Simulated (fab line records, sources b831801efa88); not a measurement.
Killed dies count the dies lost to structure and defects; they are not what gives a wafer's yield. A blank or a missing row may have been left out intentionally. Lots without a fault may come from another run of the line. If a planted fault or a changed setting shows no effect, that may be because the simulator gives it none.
What tool caused it? | flow gf180mcu | 39 wafers from 13 lots sampled at 5 of the route's 602 steps

WHAT EACH GAUGE READ, for each wafer
GF_VT_IMPLANT_TW_MEAS_32.
lot  | measured     | on            | VT_IMPLANT_3_TW
L180 | day 6 22:53  | film metro-03 | 269.2 267.0 268.0
L181 | day 7 05:31  | film metro-03 | 268.4 268.3 266.8
L182 | day 7 11:10  | film metro-03 | 268.1 269.1 268.8
L183 | day 7 16:32  | film metro-04 | 267.2 266.4 266.6
L184 | day 7 23:47  | film metro-03 | 269.3 267.7 268.2
L185 | day 8 02:58  | film metro-03 | 268.8 267.7 267.2
L186 | day 8 21:43  | film metro-03 | 267.2 267.2 269.1
L187 | day 8 21:47  | film metro-04 | 266.7 267.7 267.2
L188 | day 9 02:28  | film metro-03 | 268.9 267.9 269.0
L189 | day 9 07:50  | film metro-03 | 269.2 267.6 269.9
L196 | day 11 06:58 | film metro-03 | 416.0 412.4 415.0
L197 | day 11 13:46 | film metro-02 | 418.0 416.0 418.2
L198 | day 11 20:56 | film metro-02 | 417.0 416.3 416.7

GF_SAB_CD_MEAS_09: the cd target is 420 nm.
lot  | measured     | on        | cd nm (nm)
L180 | day 15 01:56 | cd sem-02 | 421 417 419
L181 | day 15 16:29 | cd sem-02 | 417 415 417
L182 | day 16 02:35 | cd sem-01 | 418 420 418
L183 | day 16 08:14 | cd sem-02 | 425 426 426
L184 | day 16 13:37 | cd sem-02 | 416 417 414
L185 | day 16 19:29 | cd sem-01 | 417 418 417
L186 | day 17 19:11 | cd sem-02 | 421 423 425
L187 | day 17 22:20 | cd sem-01 | 421 422 418
L188 | day 18 01:49 | cd sem-01 | 421 420 420
L189 | day 18 09:34 | cd sem-02 | 419 416 418
L196 | day 21 02:32 | cd sem-01 | 423 426 422
L197 | day 21 08:13 | cd sem-02 | 423 424 424
L198 | day 21 21:59 | cd sem-01 | 415 417 417

GF_SALICIDE_RS_MEAS_04: a four-point-probe measurement.
lot  | measured     | on            | SALICIDE_TIN_RS (ohm/sq)
L180 | day 15 02:36 | film metro-03 | 16.4 16.4 16.4
L181 | day 15 17:01 | film metro-01 | 16.9 16.7 16.8
L182 | day 16 03:08 | film metro-03 | 16.0 16.0 16.4
L183 | day 16 08:46 | film metro-01 | 16.0 15.9 15.8
L184 | day 16 14:11 | film metro-01 | 16.8 16.4 16.8
L185 | day 16 20:02 | film metro-04 | 16.5 16.7 16.5
L186 | day 17 19:44 | film metro-03 | 15.6 15.8 15.8
L187 | day 17 22:53 | film metro-03 | 16.0 16.1 16.4
L188 | day 18 02:23 | film metro-03 | 16.1 16.1 16.0
L189 | day 18 10:07 | film metro-03 | 16.0 15.9 16.1
L196 | day 21 03:07 | film metro-03 | 16.1 16.4 16.1
L197 | day 21 08:46 | film metro-04 | 16.5 16.5 16.7
L198 | day 21 22:32 | film metro-01 | 16.0 16.1 16.1

EACH LOT AND THE TOOL THAT RAN IT (in order: tool; ch and the chambers of the sampled wafers; start)
lot  | GF_MVSD_STRIP_10                    | GF_VT_IMPLANT_IMPLANT_30
L180 | plasma asher-03 ch 0,1, day 4 11:40 | implanter-02 ch 0, day 6 22:38
L181 | plasma asher-02 ch 0,1, day 4 17:49 | implanter-02 ch 0, day 7 05:16
L182 | plasma asher-03 ch 1, day 4 21:38   | implanter-01 ch 0, day 7 10:56
L183 | plasma asher-03 ch 0,1, day 5 03:22 | implanter-01 ch 0, day 7 16:19
L184 | plasma asher-02 ch 0,1, day 5 09:47 | implanter-02 ch 0, day 7 23:32
L185 | plasma asher-02 ch 0,1, day 5 14:08 | implanter-04 ch 0, day 8 02:43
L186 | plasma asher-02 ch 0,1, day 6 03:23 | implanter-01 ch 0, day 8 21:28
L187 | plasma asher-03 ch 0,1, day 6 03:37 | implanter-04 ch 0, day 8 21:32
L188 | plasma asher-03 ch 0,1, day 6 09:20 | implanter-02 ch 0, day 9 02:13
L189 | plasma asher-02 ch 0,1, day 6 14:29 | implanter-02 ch 0, day 9 07:35
L196 | plasma asher-02 ch 0,1, day 8 07:44 | implanter-02 ch 0, day 11 06:43
L197 | plasma asher-01 ch 0,1, day 8 14:58 | implanter-04 ch 0, day 11 13:31
L198 | plasma asher-02 ch 0,1, day 8 21:28 | implanter-02 ch 0, day 11 20:41
- GF_MVSD_STRIP_10: strips in O2/N2.
- GF_VT_IMPLANT_IMPLANT_30

WHAT THE TOOLS THEMSELVES READ (means of the sampled wafers that have a number; where no wafer has one, the mark that the record gives instead)
GF_MVSD_STRIP_10.
lot  | tool            | drypump motor current A (A) | heater power w (W) | oes product au (a.u.) | strip time to endpoint s (s)
L180 | plasma asher-03 | 5.70                        | 351                | 0.724                 | 36.99
L181 | plasma asher-02 | 5.69                        | 352                | 0.718                 | 36.96
L182 | plasma asher-03 | 5.72                        | 359                | 0.721                 | 36.97
L183 | plasma asher-03 | 5.75                        | 341                | 0.723                 | 37.01
L184 | plasma asher-02 | 5.62                        | 342                | 0.721                 | 36.86
L185 | plasma asher-02 | 5.71                        | 353                | 0.724                 | 36.86
L186 | plasma asher-02 | 5.71                        | 347                | 0.722                 | 36.87
L187 | plasma asher-03 | 5.70                        | 363                | 0.724                 | 37.07
L188 | plasma asher-03 | 5.73                        | 346                | 0.721                 | 37.18
L189 | plasma asher-02 | 5.70                        | 341                | 0.723                 | 37.19
L196 | plasma asher-02 | 5.64                        | 345                | 0.723                 | 37.04
L197 | plasma asher-01 | 5.31                        | 296                | 0.726                 | 36.91
L198 | plasma asher-02 | 5.61                        | 339                | 0.726                 | 36.93

THE ANSWER, worked out from the rows above alone
Rule: the usual values come from the lots themselves. Put in order of their means at a reading, lots are off if they are a third of the lots or fewer, leave a main group of 4 or more, and stand apart from it by a gap of 3 or more times the standard deviation of the main group's means; of several such gaps the widest counts. Not used: any main group whose means are identical at the precision the tables above print for the reading. A lot without any number at a reading at which 4 lots or more have one is off too. Where the step has rows for the other lots, those lots are counted as sound. The gauges are gone through in route order, then the tools' own readings, and for those a lot's mean is taken as printed above. The first step at which some lot is off is used, and at that step the reading that is off furthest; a lot without a number counts as furthest.
Off: at GF_VT_IMPLANT_TW_MEAS_32 (VT_IMPLANT_3_TW), L196, L197, L198. The main group has a mean of 268.0 with a standard deviation of 0.64.
If a tool, at a process step before that reading, ran all the lots that are off and no sound lot after the first of them, it fits. Those tools and the gauges at GF_VT_IMPLANT_TW_MEAS_32 are tried in the same way. None of those tried fits.

WHAT THE SIMULATOR PUT IN
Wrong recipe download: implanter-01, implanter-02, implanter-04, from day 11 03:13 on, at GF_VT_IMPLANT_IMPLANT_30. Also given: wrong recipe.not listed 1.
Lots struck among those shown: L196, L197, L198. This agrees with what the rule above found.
